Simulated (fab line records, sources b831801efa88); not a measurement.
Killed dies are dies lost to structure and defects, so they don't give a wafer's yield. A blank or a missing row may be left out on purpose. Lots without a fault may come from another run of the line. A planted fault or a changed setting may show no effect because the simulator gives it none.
Which tool did it? | flow sky130 | 12 lots, 36 wafers sampled, at 1 step of a route of 708

WHAT THE GAUGES READ, wafer by wafer
SKY_CAPM_THK_MEAS_04: measures by xrf.
lot  | measured     | on            | CAPM_TIN_THK (nm)
L115 | day 36 03:56 | film_metro-03 | 201 201 199
L117 | day 36 17:41 | film_metro-03 | 200 202 200
L118 | day 37 12:08 | film_metro-03 | 201 197 196
L119 | day 37 20:02 | film_metro-04 | 202 203 207
L121 | day 38 06:10 | film_metro-03 | 199 202 204
L123 | day 38 15:52 | film_metro-04 | 200 204 199
L124 | day 39 03:45 | film_metro-02 | 209 208 208
L128 | day 40 09:31 | film_metro-02 | 206 205 202
L132 | day 41 06:56 | film_metro-02 | 208 209 206
L133 | day 41 18:52 | film_metro-04 | 201 202 203
L134 | day 42 15:17 | film_metro-02 | 208 207 206
L135 | day 43 01:46 | film_metro-03 | 203 202 205

WHICH TOOL RAN EACH LOT (tool, then ch and the chambers of the sampled wafers, then the start)
The record holds no process step before these readings.

WHAT THE TOOLS THEMSELVES READ (means of the sampled wafers that have a number; where no wafer has one, the mark that the record gives instead)
The record holds no such reading with a usual standard deviation.

THE ANSWER, worked out from the rows above alone
Rule: what is usual is taken from the lots themselves. Put in order of their means at a reading, lots are off if they are a third of the lots or fewer, leave a main group of 4 or more, and stand apart from it by a gap of 3 or more times the standard deviation of the main group's means; of several such gaps the widest counts. A main group whose means are all the same, to the digits that the tables above print for the reading, isn't used. A lot without any number at a reading at which 4 lots or more have one is off too. The other lots that the step has rows for count as sound. The gauges are gone through in route order, then the tools' own readings, and for those a lot's mean is taken as printed above. The first step at which some lot is off is used, and at that step the reading that is off furthest; a lot without a number counts as furthest.
No lot is off at any reading shown: from this, nothing can be told.

WHAT THE SIMULATOR HAD PUT IN
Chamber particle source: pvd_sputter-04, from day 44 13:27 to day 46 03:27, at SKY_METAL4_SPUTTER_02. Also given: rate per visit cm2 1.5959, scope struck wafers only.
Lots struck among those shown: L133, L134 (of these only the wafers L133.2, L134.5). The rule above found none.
